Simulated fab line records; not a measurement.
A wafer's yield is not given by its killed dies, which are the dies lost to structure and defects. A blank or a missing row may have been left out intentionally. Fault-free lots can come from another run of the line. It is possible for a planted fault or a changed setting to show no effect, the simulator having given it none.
Comparing a struck lot with a sound one + flow sfq-line + 15 out of 325 route steps
Sound: wafers L678.2, L678.4, L678.6. Struck: wafer L684.2 (left out: L684.1, L684.3 of the same lot, which were not struck); the cause appears at the end.
Order at every step that has rows: each side's tool, ch and its chambers, its first start. Under that, the readings that differ: sound wafers + struck wafers + difference of the means + sigmas: that difference in standard deviations of wafers without a fault.
alike: same words and numbers on both sides, and readings whose means sit less than 2 such deviations apart. not compared: any withheld reading, any reading some wafer has no value for, any bound like >300 that may hide the same value, and any number with overlapping values for which the record gives no deviation.
Wherever a step has rows on one side only, a row that says differs or no value, or a row with sigmas, the two part there. Numbers that have no deviation but don't overlap get no sigmas and don't part them. A reading missing from all wafers of one side parts the sides only when that side holds two or more wafers.

SFQ_I5_OVL_MEAS_936:
  sound: overlay-01 at day 71 12:10; struck: overlay-02 at day 71 22:58
  alike: I5_OVL
SFQ_TRILAYER_I5_BARC_OPEN_VIA_ETCH_200: etches BARC in O2, target depth 125 nm, time 41.7 s.
  sound on rie-diel-01 ch 1,3, day 71 12:12; struck on rie-diel-03 ch 0, day 71 23:00
  alike: drypump-motor-current-A, oes-product-au, run-length-s
  not compared: rf-hours-counter-h
SFQ_TRILAYER_I5_ETCH_VIA_ETCH_147: etches the open film in CHF3, stops on Nb, target depth 360 nm.
  sound on rie-diel-01 ch 1,3, day 71 12:14; struck on rie-diel-03 ch 0, day 71 23:02
  alike: drypump-motor-current-A, oes-product-au
SFQ_TRILAYER_I5_STRIP_STRIP_148: strips in O2.
  sound on rie-metal-01 ch 0,1, day 71 12:23; struck on rie-metal-03 ch 1, day 71 23:11
  alike: drypump-motor-current-A, oes-product-au
  not compared: rf-hours-counter-h
then, 7 steps without rows for these wafers: SFQ_TRILAYER_I5_STRIP_SOLV_CLEAN_149 (cleans in NMP, time 600 s); SFQ_TRILAYER_C5_LITHO_COAT_156 (resist thk 62 nm); SFQ_TRILAYER_C5_LITHO_COAT_151 (resist thk 650 nm); SFQ_TRILAYER_C5_LITHO_SOFTBAKE_155; SFQ_TRILAYER_C5_LITHO_EXPOSE_152 (exposes mask C5, target cd 500 nm); SFQ_TRILAYER_C5_LITHO_PEB_154 (peb time 60 s); SFQ_TRILAYER_C5_LITHO_DEVELOP_153 (time 60 s).
SFQ_C5_OVL_MEAS_937:
  sound: overlay-01 at day 71 15:25; struck: overlay-02 at day 72 02:13
  alike: C5_OVL
SFQ_TRILAYER_C5_BARC_OPEN_VIA_ETCH_210: etches BARC in O2, target depth 125 nm, time 41.7 s.
  sound on rie-diel-04 ch 0,2, day 71 15:27; struck on rie-diel-04 ch 2, day 72 02:15
| reading                                             | sound             | struck | difference | sigmas |
|-----------------------------------------------------|-------------------|--------|------------|--------|
| oes-product-au (a.u.)                               | 0.683 0.681 0.688 | 0.623  | -0.061     | -13    |
| run-length-s (s)                                    | 69.7 69.9 70.4    | 80.9   | +10.9      | +28    |
| model.KrF_of_TRILAYER_C5_LITHO_COAT_151.thk-nm (nm) | 578.1 578 577.3   | 564.4  | -13.4      |        |
  alike: drypump-motor-current-A
  not compared: rf-hours-counter-h
SFQ_TRILAYER_C5_ETCH_VIA_ETCH_154: etches SiO2 in CHF3, stops on Nb, target depth 84 nm.
  sound on rie-diel-04 ch 0,2, day 71 15:29; struck on rie-diel-04 ch 2, day 72 02:17
| reading                                             | sound             | struck | difference | sigmas |
|-----------------------------------------------------|-------------------|--------|------------|--------|
| model.KrF_of_TRILAYER_C5_LITHO_COAT_151.thk-nm (nm) | 563.7 563.4 562.6 | 549.8  | -13.4      |        |
  alike: drypump-motor-current-A, oes-product-au
SFQ_TRILAYER_C5_STRIP_STRIP_155: strips in O2.
  sound on rie-metal-01 ch 0,1, day 71 15:32; struck on rie-metal-03 ch 1, day 72 02:20
| reading               | sound             | struck | difference | sigmas |
|-----------------------|-------------------|--------|------------|--------|
| oes-product-au (a.u.) | 0.992 1.001 0.989 | 1.014  | +0.020     | +2     |
  alike: drypump-motor-current-A
  not compared: rf-hours-counter-h

== WHERE THEY PART ==
Earliest at SFQ_TRILAYER_C5_BARC_OPEN_VIA_ETCH_210; latest, in this record, at SFQ_TRILAYER_C5_STRIP_STRIP_155.

WHY: what had been put in by the simulator
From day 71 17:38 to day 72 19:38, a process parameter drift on rie-diel-04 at SFQ_TRILAYER_C5_BARC_OPEN_VIA_ETCH_210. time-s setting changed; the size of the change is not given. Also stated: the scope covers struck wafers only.
